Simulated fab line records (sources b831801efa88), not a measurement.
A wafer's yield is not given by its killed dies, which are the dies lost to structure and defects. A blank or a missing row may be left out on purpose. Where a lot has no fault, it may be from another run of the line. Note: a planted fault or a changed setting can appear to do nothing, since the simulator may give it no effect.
2 desks, one fault + flow sky130 + every desk sees just its own numbers, and what lay behind them comes last

== DESK OF THE TOOL OWNER: rie_metal-02 ==
The tool's own readings at SKY_METAL2_METAL_ETCH_19 (etches the open film in Cl2/BCl3, stops on SiO2, target depth 360 nm, time 78 s): means of the sampled wafers that have a number, for each lot that ran on this tool. A lot is out of limits, marked OUT, if its mean lies more than 4 standard deviations from the usual mean; the brackets give that distance.
Columns: A = chamber_pressure_mTorr at SKY_METAL2_METAL_ETCH_19, usual 10.000 mTorr; B = drypump_motor_current_A at SKY_METAL2_METAL_ETCH_19, usual 5.6 A; C = oes_product_au at SKY_METAL2_METAL_ETCH_19, usual 0.852 a.u.; D = throttle_valve_pct at SKY_METAL2_METAL_ETCH_19, usual 22.264 %
| lot  | first seen here | A      | B   | C               | D      |
|------|-----------------|--------|-----|-----------------|--------|
| L617 | day 35 21:29    | 9.992  | 5.6 | 0.858           | 22.270 |
| L624 | day 37 19:41    | 9.995  | 5.8 | 0.742 (-19) OUT | 22.252 |
| L635 | day 41 02:29    | 9.994  | 5.6 | 0.847           | 22.269 |
| L637 | day 41 10:44    | 10.002 | 5.6 | 0.857           | 22.249 |
This desk's finding: out of limits on L624; first on L624, day 37 19:41 (oes_product_au at SKY_METAL2_METAL_ETCH_19). L617, L635, L637 stayed within limits.

== THE METROLOGY DESK ==
What the gauges read for every lot (on any tool): the sampled wafers with a number, averaged. A lot is out of limits, marked OUT, if its mean lies more than 4 standard deviations from the usual mean; the brackets give that distance.
Columns: A = METAL2_OVL at SKY_METAL2_OVL_MEAS_16, usual -1 nm
| lot  | first seen here | A  |
|------|-----------------|----|
| L615 | day 35 00:46    | -4 |
| L616 | day 35 09:10    | -8 |
| L617 | day 35 21:20    | 2  |
| L620 | day 36 15:13    | 3  |
| L624 | day 37 19:32    | -2 |
| L629 | day 39 09:59    | -3 |
| L630 | day 39 15:46    | -4 |
| L633 | day 40 14:08    | 2  |
| L634 | day 41 01:08    | -1 |
| L635 | day 41 02:22    | -1 |
| L636 | day 41 03:26    | -5 |
| L637 | day 41 10:37    | -6 |
| L638 | day 41 15:49    | 3  |
This desk's finding: nothing out of limits on any of the 13 lots.

== TAKEN TOGETHER ==
The tool owner's desk had the chance to raise an alarm at day 37 19:41 on L624.
Nothing out of limits was seen by the metrology desk.
The metrology desk holds a record of L624, inside its limits.
On rie_metal-02, each named lot ran SKY_METAL2_METAL_ETCH_19.

== WHAT THE SIMULATOR HAD PUT IN ==
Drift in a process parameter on rie_metal-02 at SKY_METAL2_METAL_ETCH_19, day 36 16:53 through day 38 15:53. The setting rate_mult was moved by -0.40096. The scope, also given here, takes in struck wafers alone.
Shown lots that were struck: L624.
Time in hours from fault onset to the first out-of-limits reading at each desk: the tool owner's desk, 27.
